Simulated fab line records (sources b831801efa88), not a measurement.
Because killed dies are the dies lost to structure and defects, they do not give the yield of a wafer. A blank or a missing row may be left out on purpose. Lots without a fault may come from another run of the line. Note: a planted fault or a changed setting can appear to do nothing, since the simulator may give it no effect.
Struck lot and sound lot, side by side :: flow gf180mcu :: 20 out of 602 route steps
Sound: wafers L704.4, L704.5, L704.6. Struck: wafers L703.3, L703.6. (L703.1 of the same lot was not struck and is left out.) The cause comes at the end.
Each step with rows lists, per side, the tool, then ch with its chambers, then its first start. Under that, the readings that differ: sound wafers :: struck wafers :: difference of the means :: sigmas: that difference in standard deviations of wafers without a fault.
alike: same words and numbers on both sides, and readings whose means sit less than 2 such deviations apart. not compared: any withheld reading, any reading some wafer has no value for, any bound like >300 that may hide the same value, and any number with overlapping values for which the record gives no deviation.
A row with sigmas, a row that says differs or no value, or rows on one side alone: a step with any of these is where the two part. Numbers that don't overlap but have no deviation are shown without sigmas and don't part them. A reading that every wafer of one side lacks parts them only if that side has two wafers or more.

first, 1 step without rows for these wafers: GF_CONTACT_CVD_00 (deposits SiO2, target thk 300 nm, time 50 s).
GF_CONTACT_THK_MEAS_01:
  struck on filmMetro-04, day 22 15:47; sound on filmMetro-04, day 23 01:53
  alike: CONTACT_CVD_00_THK
GF_CONTACT_CVD_02: deposits SiO2 from TEOS, target thk 860 nm, time 95.992 s.
  sound on pecvd-03 ch 0,1,2, day 23 01:58; struck on pecvd-04 ch 1, day 22 15:50
  alike: heaterPowerOuterW, heaterPowerW, susceptorTempC
GF_CONTACT_THK_MEAS_03:
  struck on filmMetro-01, day 22 15:55; sound on filmMetro-04, day 23 02:01
  alike: CONTACT_CVD_02_THK
GF_CONTACT_CMP_04: polishes SiO2.
  sound on cmp-01 ch 1,2, day 23 02:06; struck on cmp-01 ch 1,3, day 22 15:58
  alike: motorCurrentA, timeToEndpointS
GF_CONTACT_BOW_MEAS_05:
  struck on filmMetro-03, day 22 16:17; sound on filmMetro-01, day 23 02:25
  alike: CONTACT_BOW
then, 6 steps without rows for these wafers: GF_CONTACT_DEHYDRATE_06 (time 60 s); GF_CONTACT_HMDS_07 (prime time 60 s); GF_CONTACT_COAT_08; GF_CONTACT_COAT_09 (resist thk 1000 nm); GF_CONTACT_SOFTBAKE_10 (time 60 s); GF_CONTACT_EXPOSE_11 (exposes mask Contact, target cd 220 nm).
GF_CONTACT_PEB_12: peb time 90 s.
  sound on lithoTrack-04 ch 0, day 24 00:19; struck on lithoTrack-01 ch 0, day 23 15:09
reading: heaterPowerTotalW (W)
sound: 85.81 85.72 85.76
struck: 90.07 90.12
difference: +4.33
sigmas: +54
then, 1 step without rows for these wafers: GF_CONTACT_DEVELOP_13 (develop time 60 s).
GF_CONTACT_CD_MEAS_14: target cd 220 nm.
  struck on cdSem-02, day 23 15:30; sound on cdSem-02, day 24 00:38
reading: cdNm (nm)
sound: 219.2 219.3 218.6
struck: 215.2 215.3
difference: -3.8
sigmas: -3
GF_CONTACT_OVL_MEAS_15:
  struck on overlay-01, day 23 15:37; sound on overlay-01, day 24 00:43
  alike: CONTACT_OVL
GF_CONTACT_ETCH_16: etches BARC in N2/H2.
  sound on rieDiel-01 ch 1,2, day 24 00:43; struck on rieDiel-01 ch 1,3, day 23 15:40
reading: model.CONTACT.cdNm (nm)
sound: 219.1 219.2 216.9
struck: 214.8 215.1
difference: -3.5
sigmas: 
  alike: drypumpMotorCurrentA, oesProductAu, throttleValvePct
GF_CONTACT_ETCH_17: etches SiO2 in C4F8/O2/Ar, stops on CoSi2, target depth 860 nm.
  sound on rieDiel-01 ch 1,2; struck on rieDiel-01 ch 1,3
reading: model.CONTACT.cdNm (nm)
sound: 218.4 218.7 215.6
struck: 214.4 214.5
difference: -3.1
sigmas: 
  alike: oesProductAu
GF_CONTACT_STRIP_18: strips in O2/N2.
  sound on plasmaAsher-03 ch 0,1, day 24 00:55; struck on plasmaAsher-04 ch 0, day 23 15:49
  alike: drypumpMotorCurrentA, heaterPowerW, oesProductAu
  not compared: rfHoursCounterH
then, 1 step without rows for these wafers: GF_PASSIVATION_PROBE_99.

## WHERE THEY PART
First at GF_CONTACT_PEB_12; last, within this record, at GF_CONTACT_CD_MEAS_14. Later steps at which nothing parts them and some readings are alike: GF_CONTACT_OVL_MEAS_15, GF_CONTACT_ETCH_16, GF_CONTACT_ETCH_17, GF_CONTACT_STRIP_18.

WHY: what the simulator had put in
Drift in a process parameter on lithoTrack-01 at GF_CONTACT_PEB_12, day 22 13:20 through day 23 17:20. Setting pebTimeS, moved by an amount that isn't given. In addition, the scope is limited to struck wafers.
